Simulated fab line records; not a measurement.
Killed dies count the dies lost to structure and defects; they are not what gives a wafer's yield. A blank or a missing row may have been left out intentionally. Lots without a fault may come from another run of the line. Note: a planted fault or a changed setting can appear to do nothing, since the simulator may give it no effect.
Struck lot and sound lot, side by side	flow gf180mcu	22 steps out of a route of 602
Sound: these wafers, L212.1, L212.2, L212.5. Struck: wafer L225.6. (L225.2, L225.4 of the same lot were not struck and are left out.) The cause comes at the end.
At each step with rows: each side's tool, then ch and its chambers, then its first start. Under that, the readings that differ: sound wafers	struck wafers	difference of the means	sigmas: that difference in standard deviations of wafers without a fault.
alike: readings with means less than 2 such deviations apart, plus words and numbers identical on both sides. not compared: withheld readings, readings lacking a value on some wafer, bounds such as >300 that could conceal the same value, and numbers that have no deviation in the record and whose values overlap.
The two part at a step that has a row with sigmas, a row that says differs or no value, or rows on one side only. When numbers do not overlap yet have no deviation, they are printed without sigmas and do not part them. Lack of a reading on every wafer of one side parts them only where that side has two or more wafers.

first, 3 steps without rows for these wafers: GF_M4_STRIP_18 (strips in post etch residue remover, time 1200 s); GF_M4_CLEAN_19 (cleans in DIW); GF_V4_CVD_00 (deposits SiO2, target thk 600 nm, time 100 s).
GF_V4_THK_MEAS_01:
  sound on filmMetro-02 at day 23 18:43; struck on filmMetro-01 at day 28 01:19
  alike: V4_CVD_00_THK
GF_V4_CVD_02: deposits SiO2 from TEOS, target thk 850 nm, time 94.851 s.
  sound on pecvd-04 ch 0,1,2, day 23 18:46; struck on pecvd-03 ch 2, day 28 01:22
  alike: heaterPowerW
GF_V4_THK_MEAS_03:
  sound on filmMetro-04 at day 23 18:50; struck on filmMetro-01 at day 28 01:27
  alike: V4_CVD_02_THK
GF_V4_CMP_04: polishes SiO2.
  sound on cmp-02 ch 0,1,3, day 23 19:00; struck on cmp-01 ch 3, day 28 01:30
  alike: edgeZonePressureFrac, motorCurrentA, timeToEndpointS
GF_V4_BOW_MEAS_05:
  sound on filmMetro-04 at day 23 19:12; struck on filmMetro-02 at day 28 01:49
  alike: V4_BOW
then, 4 steps without rows for these wafers: GF_V4_DEHYDRATE_06 (time 60 s); GF_V4_HMDS_07 (prime time 60 s); GF_V4_COAT_08; GF_V4_COAT_09 (resist thk 1000 nm).
GF_V4_SOFTBAKE_10: time 60 s.
  sound on lithoTrack-03 ch 0, day 24 06:00; struck on lithoTrack-04 ch 0, day 28 11:00
reading	sound	struck	difference	sigmas
runLengthS (s)	88.84 88.81 88.70	103.19	+14.41	+69
then, 3 steps without rows for these wafers: GF_V4_EXPOSE_11 (exposes mask Via4, target cd 260 nm); GF_V4_PEB_12 (peb time 90 s); GF_V4_DEVELOP_13 (develop time 60 s).
GF_V4_CD_MEAS_14: the cd target is 260 nm.
  sound on cdSem-01 at day 24 16:14; struck on cdSem-02 at day 28 21:58
reading	sound	struck	difference	sigmas
cdNm (nm)	260.9 260.7 260.2	264.0	+3.4	+3
GF_V4_OVL_MEAS_15:
  sound on overlay-02 at day 24 16:22; struck on overlay-02 at day 28 22:04
  alike: V4_OVL
GF_V4_ETCH_16: etches BARC in N2/H2.
  sound on rieDiel-01 ch 0,1,2, day 24 16:24; struck on rieDiel-03 ch 3, day 28 22:05
reading	sound	struck	difference	sigmas
model.V4.cdNm (nm)	261.1 261.1 260.1	264.9	+4.1	
  alike: drypumpMotorCurrentA, oesProductAu, throttleValvePct
GF_V4_ETCH_17: etches SiO2 in C4F8/O2/Ar, stops on TiN, target depth 630 nm.
  sound on rieDiel-01 ch 0,1,2; struck on rieDiel-03 ch 3
reading	sound	struck	difference	sigmas
model.V4.cdNm (nm)	260.6 261.3 260.2	265.5	+4.8	
  alike: oesProductAu
GF_V4_STRIP_18: strips in O2/N2.
  sound on plasmaAsher-02 ch 0,1, day 24 16:31; struck on plasmaAsher-03 ch 0, day 28 22:13
reading	sound	struck	difference	sigmas
drypumpMotorCurrentA (A)	6.7 6.3 6.7	5.3	-1.3	-2
  alike: heaterPowerW, oesProductAu
  not compared: rfHoursCounterH
after that, 1 step had no rows for these wafers: GF_PASSIVATION_PROBE_99.

== WHERE THEY PART ==
Earliest at GF_V4_SOFTBAKE_10; latest, in this record, at GF_V4_STRIP_18.

WHY: whatever the simulator had introduced
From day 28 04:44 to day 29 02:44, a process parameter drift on lithoTrack-04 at GF_V4_SOFTBAKE_10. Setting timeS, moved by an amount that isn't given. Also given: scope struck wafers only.
